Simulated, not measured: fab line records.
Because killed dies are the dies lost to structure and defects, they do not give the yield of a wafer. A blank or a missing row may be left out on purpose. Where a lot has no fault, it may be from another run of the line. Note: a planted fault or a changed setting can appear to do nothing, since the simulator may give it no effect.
One fault through the eyes of 2 desks    flow gf180mcu    numbers are kept per desk, each desk with only its own; the story behind them comes last

== DESK OF THE TOOL OWNER: iline stepper-02 ==
The tool's own readings at GF_HV_LDD_EXPOSE_16 (exposes mask Pplus LV AREA, target cd 400 nm): means of the sampled wafers that have a number, for each lot that ran on this tool. A lot is out of limits, marked OUT, if its mean lies more than 4 standard deviations from the usual mean; the brackets give that distance.
Columns: A = exposure dose mJ cm2 at GF_HV_LDD_EXPOSE_16, usual 139.99; B = focus offset nm at GF_HV_LDD_EXPOSE_16, usual 0.0 nm
lot   first seen here  A       B
L961  day 15 04:46     140.06  0.2
L969  day 17 13:58     140.14  -0.1
This desk's finding: nothing out of limits on any of the 2 lots.

== AT THE METROLOGY DESK ==
What the gauges read, lot by lot, whatever tool the lot ran on: means of the sampled wafers that have a number. A lot is out of limits, marked OUT, if its mean lies more than 4 standard deviations from the usual mean; the brackets give that distance.
Columns: A = cd nm at GF_HV_LDD_CD_MEAS_07, usual 399.7 nm; B = HV_LDD_OVL at GF_HV_LDD_OVL_MEAS_08, usual -0.5 nm; C = HV_LDD_TW at GF_HV_LDD_TW_MEAS_11, usual 2389
lot   first seen here  A      B     C
L951  day 11 13:24     400.0  -0.3  2381
L952  day 12 02:26     396.2  0.1   2383
L953  day 12 12:53     399.1  -0.1  2382
L960  day 14 04:44     402.1  -2.4  2394
L961  day 14 17:41     401.6  0.9   2413
L969  day 17 02:00     398.0  -0.8  2396
This desk's finding: nothing out of limits on any of the 6 lots.

== TAKEN TOGETHER ==
The desk of the tool owner found nothing out of limits.
From the metrology desk's view, nothing was out of limits.

== WHAT THE SIMULATOR HAD PUT IN ==
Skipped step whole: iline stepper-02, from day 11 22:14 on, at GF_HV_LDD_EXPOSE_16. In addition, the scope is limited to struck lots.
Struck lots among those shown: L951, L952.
